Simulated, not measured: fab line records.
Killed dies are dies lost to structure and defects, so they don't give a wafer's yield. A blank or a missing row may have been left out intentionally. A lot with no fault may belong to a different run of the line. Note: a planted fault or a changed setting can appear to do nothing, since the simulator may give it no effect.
Chamber matching / flow gf180mcu / rieDiel-03 running GF_V1_ETCH_16: 4 sister chambers
The step etches BARC in N2/H2. 4 wafers are shown with their chamber, then 7 later ones without.

## WAFERS WITH THEIR CHAMBER
wafer=L893.4; chamber=0; drypumpMotorCurrentA (A)=5.2
wafer=L893.6; chamber=3; drypumpMotorCurrentA (A)=5.9
wafer=L895.2; chamber=2; drypumpMotorCurrentA (A)=6.6
wafer=L895.3; chamber=1; drypumpMotorCurrentA (A)=5.7

## WAFERS WHOSE CHAMBER IS MISSING
wafer=L895.6; drypumpMotorCurrentA (A)=5.2
wafer=L897.3; drypumpMotorCurrentA (A)=6.6
wafer=L897.4; drypumpMotorCurrentA (A)=5.7
wafer=L897.6; drypumpMotorCurrentA (A)=5.2
wafer=L898.2; drypumpMotorCurrentA (A)=5.2
wafer=L898.3; drypumpMotorCurrentA (A)=6.7
wafer=L898.6; drypumpMotorCurrentA (A)=5.2

## CHAMBER TAKEN BY EACH
wafer=L895.6; from the rows above=0; in truth=0
wafer=L897.3; from the rows above=2; in truth=2
wafer=L897.4; from the rows above=1; in truth=1
wafer=L897.6; from the rows above=0; in truth=0
wafer=L898.2; from the rows above=0; in truth=0
wafer=L898.3; from the rows above=2; in truth=2
wafer=L898.6; from the rows above=0; in truth=0
Placed correctly: 7 of 7. Not placeable from these rows: 0. 0 placed wrongly.
How it was worked out, from the rows above alone: a wafer's distance from a chamber is the root of the sum, over the readings, of the square of ((its reading less the chamber's mean) divided by the reading's scatter). The wafer belongs to the nearest chamber; if the next one is less than 2 further off, it can't be placed. The mean given for a chamber averages the wafers shown for that chamber. The scatter: with one shown wafer a chamber, the root of the mean of the squares of how far each hidden wafer lies from its nearest shown one.
